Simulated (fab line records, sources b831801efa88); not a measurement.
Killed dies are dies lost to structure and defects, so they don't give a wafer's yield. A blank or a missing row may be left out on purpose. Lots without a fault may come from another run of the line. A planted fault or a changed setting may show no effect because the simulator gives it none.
Which tool did it? | flow sky130 | 11 lots, 33 wafers sampled, at 1 step of a route of 708

WHAT THE GAUGES READ, wafer by wafer
SKY_VIA1_OVL_MEAS_13.
lot  | measured     | on         | VIA1_OVL (nm)
L236 | day 34 06:06 | overlay-01 | 9 9 5
L237 | day 34 17:54 | overlay-01 | -6 -6 -4
L238 | day 34 23:32 | overlay-01 | -2 -13 -7
L239 | day 35 22:40 | overlay-01 | -2 3 5
L241 | day 36 07:52 | overlay-01 | 1 6 2
L249 | day 39 07:46 | overlay-02 | -1 -3 2
L252 | day 39 13:09 | overlay-02 | -7 -5 -2
L254 | day 39 23:55 | overlay-01 | 1 0 8
L255 | day 39 23:56 | overlay-02 | -18 -9 -7
L256 | day 40 17:15 | overlay-01 | 9 3 2
L257 | day 41 00:46 | overlay-01 | 7 1 4

WHICH TOOL RAN EACH LOT (tool, then ch and the chambers of the sampled wafers, then the start)
The record holds no process step before these readings.

THE ANSWER, worked out from the rows above alone
Rule: what is usual is taken from the lots themselves. Put in order of their means at a reading, lots are off if they are a third of the lots or fewer, leave a main group of 4 or more, and stand apart from it by a gap of 3 or more times the standard deviation of the main group's means; of several such gaps the widest counts. A main group whose means are all the same, to the digits that the tables above print for the reading, isn't used. A lot without any number at a reading at which 4 lots or more have one is off too. The other lots that the step has rows for count as sound.
No lot is off at any reading shown: from this, nothing can be told.

WHAT THE SIMULATOR HAD PUT IN
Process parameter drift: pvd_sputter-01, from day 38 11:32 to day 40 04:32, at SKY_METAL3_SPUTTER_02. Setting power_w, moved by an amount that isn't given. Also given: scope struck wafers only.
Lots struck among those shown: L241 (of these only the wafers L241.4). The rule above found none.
